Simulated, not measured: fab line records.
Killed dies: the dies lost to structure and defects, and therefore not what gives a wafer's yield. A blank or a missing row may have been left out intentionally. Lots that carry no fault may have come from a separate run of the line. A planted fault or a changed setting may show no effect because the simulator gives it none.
One fault seen from 2 desks | flow sky130 | only its own numbers are on each desk; what lay behind them is given at the end

## THE TOOL OWNER'S DESK: pecvd-04
The tool's own readings at SKY_CAPM_CVD_00 (deposits SiO2, target thk 15.5 nm): means of the sampled wafers that have a number, for each lot that ran on this tool. A lot is out of limits, marked OUT, if its mean lies more than 4 standard deviations from the usual mean; the brackets give that distance.
Columns: A = heaterPowerW at SKY_CAPM_CVD_00, usual 711 W
lot  | first seen here | A
L153 | day 37 05:20    | 699
L158 | day 38 14:49    | 751
L160 | day 39 21:41    | 723
L164 | day 41 04:43    | 731
L165 | day 41 05:28    | 725
L167 | day 41 13:38    | 765
L169 | day 42 01:11    | 741
Result from this desk: across the 7 lots, nothing is out of limits.

## THE METROLOGY DESK
Lot by lot, what the gauges showed, no matter which tool ran the lot: averages of those sampled wafers that carry a number. A lot is out of limits, marked OUT, if its mean lies more than 4 standard deviations from the usual mean; the brackets give that distance.
Columns: A = VIA2_W_THK at SKY_VIA2_THK_MEAS_23, usual 413 nm; B = CAPM_CVD_00_THK at SKY_CAPM_THK_MEAS_01, usual 15.51 nm
lot  | first seen here | A   | B
L153 | day 37 04:49    | 408 | 15.76
L158 | day 38 14:19    | 417 | 15.37
L160 | day 39 21:10    | 415 | 15.66
L163 | day 40 10:10    | 413 | 15.43
L164 | day 41 04:11    | 414 | 13.80 (-6.3) OUT
L165 | day 41 04:57    | 419 | 13.89 (-6.0) OUT
L167 | day 41 12:51    | 415 | 13.94 (-5.8) OUT
L166 | day 41 14:07    | 409 | 15.69
L169 | day 42 00:40    | 406 | 13.93 (-5.8) OUT
L173 | day 43 05:16    | 412 | 15.19
L174 | day 43 06:29    | 412 | 15.55
Per this desk, out of limits: L164, L165, L167, L169; the first was L164, day 41 04:44 (CAPM_CVD_00_THK at SKY_CAPM_THK_MEAS_01). Within limits: L153, L158, L160, L163, L166, L173, L174.

## ALL TOGETHER
An alarm was possible from the metrology desk at day 41 04:44, on L164, L165, L167, L169.
The desk of the tool owner found nothing out of limits.
On record at the tool owner's desk: L164, L165, L167, L169, within its limits.
Of the lots named, all ran SKY_CAPM_CVD_00 on pecvd-04.

## WHAT WAS PUT IN BY THE SIMULATOR
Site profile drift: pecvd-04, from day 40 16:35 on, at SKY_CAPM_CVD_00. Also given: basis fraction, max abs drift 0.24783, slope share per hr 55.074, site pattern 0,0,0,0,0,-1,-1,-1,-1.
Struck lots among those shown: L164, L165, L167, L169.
Delay in hours, fault start to first out-of-limits reading, per desk: metrology desk 12.
